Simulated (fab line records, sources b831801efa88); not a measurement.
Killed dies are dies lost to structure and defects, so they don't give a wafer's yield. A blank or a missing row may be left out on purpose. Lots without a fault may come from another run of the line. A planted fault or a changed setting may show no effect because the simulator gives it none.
Which tool did it? | flow sky130 | 6 lots, 18 wafers sampled, at 2 steps of a route of 708

WHAT THE GAUGES READ, wafer by wafer
SKY_VT_ADJUST_HVTR_CD_MEAS_07: target cd 380 nm.
lot  | measured     | on        | cd_nm (nm)
L289 | day 10 15:07 | cd_sem-02 | 382.9 377.9 379.2
L290 | day 11 08:23 | cd_sem-02 | 379.3 381.1 381.9
L296 | day 12 12:22 | cd_sem-01 | 380.8 380.1 381.0
L301 | day 14 00:21 | cd_sem-01 | 379.8 379.6 380.2
L304 | day 14 20:52 | cd_sem-01 | 379.7 379.5 380.5
L307 | day 15 18:07 | cd_sem-02 | 380.7 379.1 378.4

WHICH TOOL RAN EACH LOT (tool, then ch and the chambers of the sampled wafers, then the start)
lot  | SKY_VT_ADJUST_LVTN_STRIP_09
L289 | plasma_asher-02 ch 0,1, day 8 00:17
L290 | plasma_asher-03 ch 0,1, day 8 12:50
L296 | plasma_asher-03 ch 0,1, day 9 15:11
L301 | plasma_asher-03 ch 0,1, day 10 22:14
L304 | plasma_asher-02 ch 1, day 11 17:36
L307 | plasma_asher-03 ch 0,1, day 12 11:36
- SKY_VT_ADJUST_LVTN_STRIP_09: strips in O2/N2.

THE ANSWER, worked out from the rows above alone
Rule: what is usual is taken from the lots themselves. Put in order of their means at a reading, lots are off if they are a third of the lots or fewer, leave a main group of 4 or more, and stand apart from it by a gap of 3 or more times the standard deviation of the main group's means; of several such gaps the widest counts. A main group whose means are all the same, to the digits that the tables above print for the reading, isn't used. A lot without any number at a reading at which 4 lots or more have one is off too. The other lots that the step has rows for count as sound.
No lot is off at any reading shown: from this, nothing can be told.

WHAT THE SIMULATOR HAD PUT IN
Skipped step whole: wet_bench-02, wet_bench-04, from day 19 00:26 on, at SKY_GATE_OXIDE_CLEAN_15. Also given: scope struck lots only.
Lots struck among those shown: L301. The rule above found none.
